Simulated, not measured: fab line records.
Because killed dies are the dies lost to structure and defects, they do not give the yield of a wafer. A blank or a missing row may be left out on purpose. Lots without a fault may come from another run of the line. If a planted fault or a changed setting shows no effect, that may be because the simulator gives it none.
A lot that was struck, set against a sound lot || flow sky130 || 15 steps out of a route of 708
Sound: these wafers, L710.1, L710.3, L710.6. Wafers L722.2, L722.4 were the ones struck. The cause is named last.
At each step with rows: each side's tool, then ch and its chambers, then its first start. Under that, the readings that differ: sound wafers || struck wafers || difference of the means || sigmas: that difference in standard deviations of wafers without a fault.
alike: readings whose means differ by less than 2 such deviations, and words and numbers that are the same on both sides. not compared: withheld readings, readings that some wafer has no value for, bounds like >300 that may hide the same value, and numbers for which the record gives no deviation and whose values overlap.
Wherever a step has rows on one side only, a row that says differs or no value, or a row with sigmas, the two part there. When numbers do not overlap yet have no deviation, they are printed without sigmas and do not part them. A reading that every wafer of one side lacks parts them only if that side has two wafers or more.

first, 4 steps without rows for these wafers: SKY_SD_P_SOFTBAKE_03 (time 60 s); SKY_SD_P_EXPOSE_04 (exposes mask PSDM, target cd 380 nm); SKY_SD_P_PEB_05; SKY_SD_P_DEVELOP_06 (develop time 60 s).
SKY_SD_P_CD_MEAS_07 targets a cd of 380 nm.
  sound on cdSem-02, day 28 05:58; struck on cdSem-01, day 31 17:49
  alike: cdNm
SKY_SD_P_OVL_MEAS_08:
  sound on overlay-01, day 28 06:05; struck on overlay-02, day 31 17:55
  alike: SD_P_OVL
after that, 1 step had no rows for these wafers: SKY_SD_P_IMPLANT_09.
SKY_SD_P_STRIP_10: strips in O2/N2.
  sound on plasmaAsher-03 ch 0,1, day 28 06:16; struck on plasmaAsher-02 ch 1, day 31 18:06
  alike: drypumpMotorCurrentA, n2FlowSccm, oesProductAu, stripTimeToEndpointS
  not compared: rfHoursCounterH
SKY_SD_P_TW_MEAS_11:
  sound on filmMetro-01, day 28 06:22; struck on filmMetro-01, day 31 18:13
  alike: SD_P_TW
then, 3 steps without rows for these wafers: SKY_RES_XHIGH_DEHYDRATE_00 (time 60 s); SKY_RES_XHIGH_HMDS_01 (prime time 60 s); SKY_RES_XHIGH_COAT_02 (resist thk 1140 nm).
SKY_RES_XHIGH_SOFTBAKE_03: time 60 s.
  sound on lithoTrack-04 ch 0, day 28 20:46; struck on lithoTrack-04 ch 0, day 32 07:44
{"reading": "runLengthS (s)", "sound": "89.32 89.28 89.18", "struck": "91.52 91.49", "difference": "+2.24", "sigmas": "+15"}
then, 1 step without rows for these wafers: SKY_RES_XHIGH_EXPOSE_04 (exposes mask URPM, target cd 1270 nm).
-- a jump in the record: the struck wafers' starts before and after are 18 days apart (it breaks off in module RES_XHIGH and resumes in module PAD_OPEN, where the first step shown is number 708 of the route) --
SKY_PAD_OPEN_PROBE_99:
  sound on prober-02, day 47 18:32; struck on prober-02, day 50 01:41
  alike: killed_at_M0_to_M3, killed_at_M4_up, killedAtContacts, killedAtFrontEnd, killedAtOther, killedDies, killedOpen, killedShort

WHERE THEY PART
Only at SKY_RES_XHIGH_SOFTBAKE_03, as far as this record shows. Later steps at which nothing parts them and some readings are alike: SKY_PAD_OPEN_PROBE_99.

WHY: whatever the simulator had introduced
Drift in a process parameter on lithoTrack-04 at SKY_RES_XHIGH_SOFTBAKE_03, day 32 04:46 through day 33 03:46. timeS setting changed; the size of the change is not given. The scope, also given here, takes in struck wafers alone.
